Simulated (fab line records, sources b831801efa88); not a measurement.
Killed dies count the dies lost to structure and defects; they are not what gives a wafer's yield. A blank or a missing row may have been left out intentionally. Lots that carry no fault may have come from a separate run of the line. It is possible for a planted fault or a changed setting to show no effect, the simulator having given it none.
fab line records	flow sky130
[record] lots = 6	wafers = 18	lastDay = 50
route steps=708 shown SONOS_TUNNEL@158 SONOS_ONO@168 PAD_OPEN@708
lots with no fault: from the same line, run without faults
startH: hours from the record's opening day to when the first of the lot's shown wafers began	waitH: hours since the lot's step before	" identical to the entry in the row above	L1.1+2: a single row standing in for several wafers	- no value, or no start given	* or withheld: withheld	< > ~ a bound
route shown NAME@n: NAME is a module with steps in the file, n the number in the route of the first one	usual: the fault-free wafers' mean and standard deviation	same: alike in all rows	chamber/n: place in a boat	sites: each site's reading	_std_site: standard deviation of those values	_edge_site: inner sites' mean taken away from outer sites' mean	radiusMm: for every site, how far away it sits from the centre of the wafer	mask NAME#n: copy n	behind: the most recent tool/chamber to have shaped the wafer	hold: cause of the lot's hold/its duration in hours/its outcome	device: the n, p or np transistor that did not switch	end of line: the same wafers' tests at the end of the route	a step with no rows: only its recipe	killed: dies lost to structure and defects at the first sort, not the wafer's yield	map: a wafer's dies, x killed, . not, _ none there
set.NAME: setting as actually run; set.NAME@STEP: the setting as run at that earlier step	model.NAME: the simulator's own value behind a step, which no gauge read
a table for each step, a row for each wafer; lots at some steps of the route
services: from which hour (startH, from the record's first day; less than 0 if before it) a tool's chamber was out of use, for how many hours, and why
[[steps]]
[step SKY_SONOS_TUNNEL_EXPOSE_04]
[recipe] maskId = TUNM	na = 0.6	sourceShape = conventional	sigmaOuter = 0.6	polarization = unpolarized	targetCdNm = 410	doseMj = 136
[step SKY_SONOS_TUNNEL_PEB_05]
[recipe] tempC = withheld	timeS = *	resist = NOVOLAK
[step SKY_SONOS_TUNNEL_DEVELOP_06]
[recipe] resist = NOVOLAK	developer = TMAH	developTimeS = 60	devTempC = 23
[step SKY_SONOS_TUNNEL_CD_MEAS_07]
[recipe] targetCdNm = 410
[usual] cdNm = 410.5/2.1
lot.wafer	tool	chamber	startH	waitH	cdNm
L661.1	cdSem-02	-	240.74	0.1	411.2
L661.5	"	-	"	"	410.3
L661.6	"	-	"	"	411.3
L663.1	cdSem-01	-	256.80	0.1	412.9
L663.3	"	-	"	"	411.3
L663.4	"	-	"	"	412.2
L675.2	cdSem-01	-	355.01	0.1	412.6
L675.4	"	-	"	"	408.4
L675.6	"	-	"	"	410.6
L676.1	cdSem-01	-	361.65	0.1	411.7
L676.3	"	-	"	"	410.2
L676.6	"	-	"	"	410.7
L683.1	cdSem-02	-	420.90	0.1	410.6
L683.2	"	-	"	"	408.5
L683.5	"	-	"	"	410.6
L684.1	cdSem-01	-	437.10	0.1	414.3
L684.4	"	-	"	"	415.1
L684.6	"	-	"	"	414.9
[step SKY_SONOS_TUNNEL_OVL_MEAS_08]
[usual] SONOS_TUNNEL_OVL = 0.2/1.4
lot.wafer	tool	chamber	startH	waitH	SONOS_TUNNEL_OVL[nm]
L661.1	overlay-02	-	240.86	0.1	-0.4
L661.5	"	-	"	"	-0.6
L661.6	"	-	"	"	1.0
L663.1	overlay-02	-	256.92	0.1	-0.2
L663.3	"	-	"	"	-1.5
L663.4	"	-	"	"	-0.2
L675.2	overlay-01	-	355.12	0.1	1.7
L675.4	"	-	"	"	-0.6
L675.6	"	-	"	"	1.6
L676.1	overlay-02	-	361.77	0.1	1.7
L676.3	"	-	"	"	1.2
L676.6	"	-	"	"	-0.4
L683.1	overlay-01	-	421.02	0.1	0.3
L683.2	"	-	"	"	-0.3
L683.5	"	-	"	"	-0.2
L684.1	overlay-02	-	437.22	0.1	3.8
L684.4	"	-	"	"	0.9
L684.6	"	-	"	"	2.8
[step SKY_SONOS_TUNNEL_IMPLANT_09]
[recipe] species = B	energyKev = 20	doseCm2 = 1e+12	tiltDeg = withheld
[step SKY_SONOS_TUNNEL_WET_ETCH_10]
[recipe] chemistry = dHF	targetDepthNm = 14	target = SiO2	dilution = 100:1	tempC = 25	timeS = 280
[step SKY_SONOS_TUNNEL_STRIP_11]
[recipe] chemistry = SPM	timeS = 600	tempC = 130
[step SKY_SONOS_TUNNEL_TW_MEAS_12]
[usual] SONOS_TUNNEL_TW = 199.1/2.3
lot.wafer	tool	chamber	startH	waitH	SONOS_TUNNEL_TW
L661.1	filmMetro-03	-	241.31	0.0	201.9
L661.5	"	-	"	"	200.9
L661.6	"	-	"	"	200.7
L663.1	filmMetro-01	-	257.38	0.0	198.6
L663.3	"	-	"	"	197.7
L663.4	"	-	"	"	198.3
L675.2	filmMetro-04	-	355.58	0.0	198.7
L675.4	"	-	"	"	197.0
L675.6	"	-	"	"	196.5
L676.1	filmMetro-03	-	362.24	0.0	202.4
L676.3	"	-	"	"	201.0
L676.6	"	-	"	"	201.7
L683.1	filmMetro-01	-	421.47	0.0	197.1
L683.2	"	-	"	"	197.9
L683.5	"	-	"	"	197.4
L684.1	filmMetro-03	-	437.67	0.0	201.7
L684.4	"	-	"	"	201.2
L684.6	"	-	"	"	200.1
[step SKY_SONOS_TUNNEL_CLEAN_13]
[recipe] chemistry = dHF	timeS = 20	dilution = 100:1	dry = ipaMarangoni
[step SKY_SONOS_ONO_OXIDATION_00]
[recipe] tempC = 800	ambient = O2	idleTempC = 700	rampUpCPerMin = 10	rampDownCPerMin = 3	stabiliseS = 600	purgeS = 300	targetThkA = 26	oxTimeS = 1249
[step SKY_SONOS_ONO_THK_MEAS_01]
[recipe] reads = SiO2_of_SONOS_ONO_OXIDATION_00
[usual] SONOS_ONO_OXIDATION_THK = 2.61/0.061
lot.wafer	tool	chamber	startH	waitH	SONOS_ONO_OXIDATION_THK[nm]
L661.1	filmMetro-01	-	245.98	0.0	2.63
L661.5	"	-	"	"	2.57
L661.6	"	-	"	"	2.54
L663.1	filmMetro-01	-	261.01	0.0	2.59
L663.3	"	-	"	"	2.64
L663.4	"	-	"	"	2.61
L675.2	filmMetro-04	-	361.66	0.0	2.60
L675.4	"	-	"	"	2.61
L675.6	"	-	"	"	2.63
L676.1	filmMetro-01	-	371.27	0.0	2.72
L676.3	"	-	"	"	2.62
L676.6	"	-	"	"	2.62
L683.1	filmMetro-01	-	425.49	0.0	2.74
L683.2	"	-	"	"	2.68
L683.5	"	-	"	"	2.62
L684.1	filmMetro-02	-	439.10	0.0	2.57
L684.4	"	-	"	"	2.68
L684.6	"	-	"	"	2.59
[step SKY_SONOS_ONO_CVD_02]
[recipe] material = Si3N4	precursor = DCS/NH3	targetThkNm = 10.5	tempC = 770	timeS = 180	pressureMtorr = 250
[usual] pressureMtorr = 249.9/0.46	zonePowerTopPct = 28.5/1.2
lot.wafer	tool	chamber	startH	waitH	pressureMtorr	zonePowerTopPct	model.Si3N4_of_SONOS_ONO_CVD_02.thkNm
L661.1	lpcvd-02	1	246.50	0.5	249.6	29.4	10.4
L661.5	"	1	"	"	249.5	29.5	10.49
L661.6	"	1	"	"	250.1	29.5	10.39
L663.1	lpcvd-02	1	261.07	0.1	249.7	29.5	10.43
L663.3	"	1	"	"	249.8	29.5	10.34
L663.4	"	1	"	"	249.7	29.4	10.28
L675.2	lpcvd-02	1	362.15	0.5	250.1	29.6	7.633
L675.4	"	1	"	"	249.8	29.3	7.517
L675.6	"	1	"	"	250.4	29.5	7.503
L676.1	lpcvd-02	1	373.21	1.9	250.2	29.2	7.26
L676.3	"	1	"	"	250.0	29.4	7.236
L676.6	"	1	"	"	249.8	29.6	7.245
L683.1	lpcvd-02	0	429.25	3.8	249.7	26.8	10.3
L683.2	"	0	"	"	250.3	26.9	10.26
L683.5	"	0	"	"	249.7	26.9	10.47
L684.1	lpcvd-02	0	439.16	0.1	249.3	26.9	10.48
L684.4	"	0	"	"	249.0	26.6	10.46
L684.6	"	0	"	"	249.9	27.3	10.44
[step SKY_SONOS_ONO_THK_MEAS_03]
[recipe] reads = Si3N4_of_SONOS_ONO_CVD_02
[usual] SONOS_ONO_CVD_02_THK = 10.44/0.12
lot.wafer	tool	chamber	startH	waitH	SONOS_ONO_CVD_02_THK[nm]
L661.1	filmMetro-02	-	247.55	0.0	10.39
L661.5	"	-	"	"	10.45
L661.6	"	-	"	"	10.42
L663.1	filmMetro-02	-	262.12	0.0	10.45
L663.3	"	-	"	"	10.35
L663.4	"	-	"	"	10.24
L675.2	filmMetro-01	-	363.21	0.0	7.62
L675.4	"	-	"	"	7.50
L675.6	"	-	"	"	7.50
L676.1	filmMetro-01	-	374.26	0.0	7.30
L676.3	"	-	"	"	7.22
L676.6	"	-	"	"	7.28
L683.1	filmMetro-02	-	430.83	0.0	10.26
L683.2	"	-	"	"	10.27
L683.5	"	-	"	"	10.48
L684.1	filmMetro-01	-	440.73	0.0	10.45
L684.4	"	-	"	"	10.41
L684.6	"	-	"	"	10.45
[step SKY_SONOS_ONO_CVD_04]
[recipe] material = SiO2	precursor = SiH4/N2O	targetThkNm = 5.7199	tempC = 900	pressureMtorr = 400
[step SKY_PAD_OPEN_PROBE_99]
[usual] killed_at_M0_to_M3 = 43/7	killed_at_M4_up = 3.5/1.9	killedAtContacts = 24/5.3	killedAtFrontEnd = 15/4.4	killedAtOther = 0.3/0.69	killedDies = 87/9.7	killedOpen = 48/7	killedShort = 39/6.4
[same] grossDies = 492	killedAtBackSide = 0
lot.wafer	tool	chamber	startH	waitH	killed_at_M0_to_M3	killed_at_M4_up	killedAtContacts	killedAtFrontEnd	killedAtOther	killedDies	killedOpen	killedShort	model.etest.sonosUncharged.rOnOhmUm	model.etest.sonosErased.driveUaUm	model.etest.capOno.gateLog10ACm2	model.etest.capOno.gateBvV	model.etest.capOno.toxAccNm	model.etest.sonosProgrammed.vtV	model.etest.sonosBaked.vtLessV	model.etest.sonosErased.vtV
L661.1	prober-02	-	1073.56	0.1	41	5	19	15	0	80	44	35	819.9	172.7	-7.959	16.15	12.87	1.482	-0.551	-2.257
L661.5	prober-02	-	1073.76	0.2	35	1	22	15	0	73	40	33	816.5	197.4	-7.954	16.11	12.91	1.439	-0.5245	-2.287
L661.6	prober-02	-	1073.81	0.2	51	5	37	21	0	114	67	47	828.3	196.8	-7.872	16.35	12.78	1.517	-0.5436	-2.331
L663.1	prober-01	-	1087.96	0.1	46	3	22	16	0	87	50	37	800.9	207.4	-7.703	15.8	12.75	1.531	-0.5335	-2.363
L663.3	prober-01	-	1088.06	0.2	40	4	24	11	0	79	49	30	803.3	170.2	-7.803	16.21	12.78	1.561	-0.5915	-2.294
L663.4	prober-01	-	1088.11	0.2	58	5	20	17	0	100	60	40	802.5	198.1	-7.731	16.54	12.72	1.563	-0.5752	-2.355
L675.2	prober-02	-	1157.77	0.1	54	3	23	10	0	90	54	36	744.2	238.1	-6.149	15	11.48	1.817	-0.8256	-2.522
L675.4	prober-02	-	1157.87	0.2	35	6	16	21	0	78	39	39	766.4	216.9	-6.106	15	11.51	1.796	-0.8081	-2.496
L675.6	prober-02	-	1157.97	0.2	52	5	24	25	0	106	53	52	745.7	270.3	-5.935	14.63	11.29	1.764	-0.7863	-2.531
L676.1	prober-02	-	1159.23	0.1	49	3	29	14	0	95	51	44	766.4	246	-6.13	14.57	11.45	1.779	-0.834	-2.47
L676.3	prober-02	-	1159.33	0.2	48	1	21	12	1	83	48	35	762.9	215.9	-5.957	14.57	11.36	1.773	-0.837	-2.44
L676.6	prober-02	-	1159.48	0.2	31	7	26	19	0	83	53	30	746.1	238.6	-6.007	14.51	11.34	1.722	-0.8064	-2.474
L683.1	prober-01	-	1194.54	0.1	43	2	22	10	1	78	52	26	806.5	190.7	-7.969	16	12.91	1.458	-0.4682	-2.261
L683.2	prober-01	-	1194.59	0.1	48	6	33	15	0	102	60	42	800.4	185.1	-7.849	16.44	12.83	1.52	-0.471	-2.289
L683.5	prober-01	-	1194.74	0.2	37	3	31	18	0	89	47	42	794.5	210.7	-8.005	16.31	12.96	1.427	-0.4736	-2.286
L684.1	prober-01	-	1199.89	0.1	42	6	24	8	0	80	41	39	805	198.6	-7.726	16.05	12.73	1.483	-0.4962	-2.34
L684.4	prober-01	-	1200.04	0.2	44	2	24	12	0	82	44	38	811.5	193.3	-7.926	16.62	12.89	1.498	-0.5162	-2.29
L684.6	prober-01	-	1200.14	0.2	32	2	21	9	0	64	37	27	821.3	201.7	-7.8	16.3	12.76	1.53	-0.5096	-2.343
// killed by level:class
L661.1 VIA1:geometricParticle:open=9 VIA3:geometricParticle:open=8 LI_CONTACT:geometricParticle:open=6 CONTACT:geometricParticle:open=5 VIA1:geometricParticle:short=5 LI_CONTACT:geometricParticle:short=4 VIA3:geometricParticle:short=4 FIELD_ISO:geometricParticle:open=3
L661.5 VIA1:geometricParticle:open=9 CONTACT:geometricParticle:open=9 VIA3:geometricParticle:open=5 FIELD_ISO:geometricParticle:short=4 POLY_GATE:geometricParticle:open=4 LOCAL_INTERCONNECT:geometricParticle:short=4 CONTACT:geometricParticle:short=4 METAL1:geometricParticle:short=4
L661.6 VIA1:geometricParticle:open=13 CONTACT:geometricParticle:open=13 VIA3:geometricParticle:open=12 LI_CONTACT:geometricParticle:open=11 POLY_GATE:geometricParticle:short=8 CONTACT:geometricParticle:short=8 VIA2:geometricParticle:open=4 POLY_GATE:geometricParticle:open=4
L663.1 VIA1:geometricParticle:open=20 CONTACT:geometricParticle:short=6 CONTACT:geometricParticle:open=6 VIA1:geometricParticle:short=6 FIELD_ISO:geometricParticle:short=5 LI_CONTACT:geometricParticle:open=5 POLY_GATE:geometricParticle:short=5 VIA2:geometricParticle:open=5
L663.3 VIA1:geometricParticle:open=14 CONTACT:geometricParticle:open=10 VIA3:geometricParticle:open=8 LOCAL_INTERCONNECT:geometricParticle:short=5 METAL1:geometricParticle:short=4 FIELD_ISO:geometricParticle:open=3 FIELD_ISO:geometricParticle:short=3 CONTACT:geometricParticle:short=3
L663.4 VIA1:geometricParticle:open=18 CONTACT:geometricParticle:open=10 VIA2:geometricParticle:open=10 VIA1:geometricParticle:short=8 METAL2:geometricParticle:short=8 FIELD_ISO:geometricParticle:open=5 METAL1:geometricParticle:short=5 VIA3:geometricParticle:open=5
L675.2 VIA1:geometricParticle:open=16 VIA2:geometricParticle:open=9 CONTACT:geometricParticle:open=8 VIA3:geometricParticle:open=8 LI_CONTACT:geometricParticle:open=6 LI_CONTACT:geometricParticle:short=5 METAL1:geometricParticle:short=5 VIA1:geometricParticle:short=4
L675.4 VIA1:geometricParticle:open=9 FIELD_ISO:geometricParticle:short=8 CONTACT:geometricParticle:open=8 VIA1:geometricParticle:short=5 VIA3:geometricParticle:open=5 METAL4:geometricParticle:short=5 FIELD_ISO:geometricParticle:open=4 LI_CONTACT:geometricParticle:short=4
L675.6 VIA1:geometricParticle:open=13 CONTACT:geometricParticle:open=9 VIA1:geometricParticle:short=9 FIELD_ISO:geometricParticle:short=8 LI_CONTACT:geometricParticle:open=7 VIA2:geometricParticle:open=7 FIELD_ISO:geometricParticle:open=6 POLY_GATE:geometricParticle:short=6
L676.1 VIA2:geometricParticle:open=11 CONTACT:geometricParticle:open=9 VIA1:geometricParticle:open=9 VIA1:geometricParticle:short=7 METAL2:geometricParticle:short=6 LI_CONTACT:geometricParticle:short=6 CONTACT:geometricParticle:short=6 METAL3:geometricParticle:short=5
L676.3 VIA1:geometricParticle:open=11 CONTACT:geometricParticle:open=9 VIA2:geometricParticle:open=8 METAL1:geometricParticle:short=7 LI_CONTACT:geometricParticle:open=6 VIA3:geometricParticle:short=5 LOCAL_INTERCONNECT:geometricParticle:short=4 VIA1:geometricParticle:short=4
L676.6 VIA1:geometricParticle:open=11 LI_CONTACT:geometricParticle:open=11 CONTACT:geometricParticle:open=9 VIA3:geometricParticle:open=7 FIELD_ISO:geometricParticle:open=6 POLY_GATE:geometricParticle:short=4 METAL2:geometricParticle:short=4 METAL4:geometricParticle:short=4
L683.1 VIA1:geometricParticle:open=11 CONTACT:geometricParticle:open=9 VIA1:geometricParticle:short=9 LI_CONTACT:geometricParticle:open=7 VIA2:geometricParticle:open=6 VIA3:geometricParticle:open=6 CONTACT:geometricParticle:short=4 FIELD_ISO:geometricParticle:open=3
L683.2 VIA1:geometricParticle:open=16 CONTACT:geometricParticle:open=16 LI_CONTACT:geometricParticle:open=7 METAL4:geometricParticle:short=6 VIA2:geometricParticle:open=6 FIELD_ISO:geometricParticle:open=5 LOCAL_INTERCONNECT:geometricParticle:short=5 METAL1:geometricParticle:short=5
L683.5 LI_CONTACT:geometricParticle:open=11 CONTACT:geometricParticle:open=8 VIA1:geometricParticle:open=8 CONTACT:geometricParticle:short=7 METAL1:geometricParticle:short=7 VIA3:geometricParticle:open=6 VIA2:geometricParticle:open=5 FIELD_ISO:geometricParticle:short=4
L684.1 CONTACT:geometricParticle:open=9 VIA1:geometricParticle:open=8 VIA3:geometricParticle:open=7 VIA1:geometricParticle:short=6 CONTACT:geometricParticle:short=6 VIA2:geometricParticle:open=6 LOCAL_INTERCONNECT:geometricParticle:short=5 METAL2:geometricParticle:short=5
L684.4 CONTACT:geometricParticle:open=8 VIA2:geometricParticle:open=8 VIA1:geometricParticle:short=7 LI_CONTACT:geometricParticle:open=7 METAL1:geometricParticle:short=7 VIA3:geometricParticle:open=6 VIA1:geometricParticle:open=5 FIELD_ISO:geometricParticle:open=4
L684.6 VIA2:geometricParticle:open=7 CONTACT:geometricParticle:open=6 VIA3:geometricParticle:open=5 LI_CONTACT:geometricParticle:open=4 CONTACT:geometricParticle:short=4 METAL1:geometricParticle:short=4 VIA3:geometricParticle:short=4 VIA1:geometricParticle:open=4
[[services]]
tool	chamber	startH	hours	kind
lpcvd-02	-	287.59	1.3	repair
lpcvd-02	-	333.85	14.6	pm
[[key]]
[firstSign] step = SKY_SONOS_ONO_THK_MEAS_03	reading = SONOS_ONO_CVD_02_THK	direction = down	sigmas = 26	usual = 10.44	struck = 7.40
effect none on later readings
[modelEffect] step = SKY_SONOS_ONO_CVD_02	value = Si3N4_of_SONOS_ONO_CVD_02.thkNm	without = 10.52	struck = 7.399
[modelEffect] step = SKY_PAD_OPEN_PROBE_99	value = etest.sonosUncharged.rOnOhmUm	without = 807.7	struck = 755.3
metAt SKY_SONOS_ONO_CVD_02
struckWafers L675.2,L675.4,L675.6,L676.1,L676.3,L676.6
testerLeftOut L675,L676
onsetBetween 261.07 362.15
[fault] kind = processParameterDrift	tool = lpcvd-02	chamber = -	onsetH = 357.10	steps = SKY_SONOS_ONO_CVD_02	channel = targetThkNm	offset = -3.1215	shape = step	endH = 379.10	actsIn = theseRecipesOnly	stated = 10.5
// testerLeftOut: of these lots the tester's yield and bins aren't shown, on N5 and GAA mostly nor the transistor test; their killed dies are dies lost to structure and defects alone, not to doping, threshold or leakage, so they don't give the yield
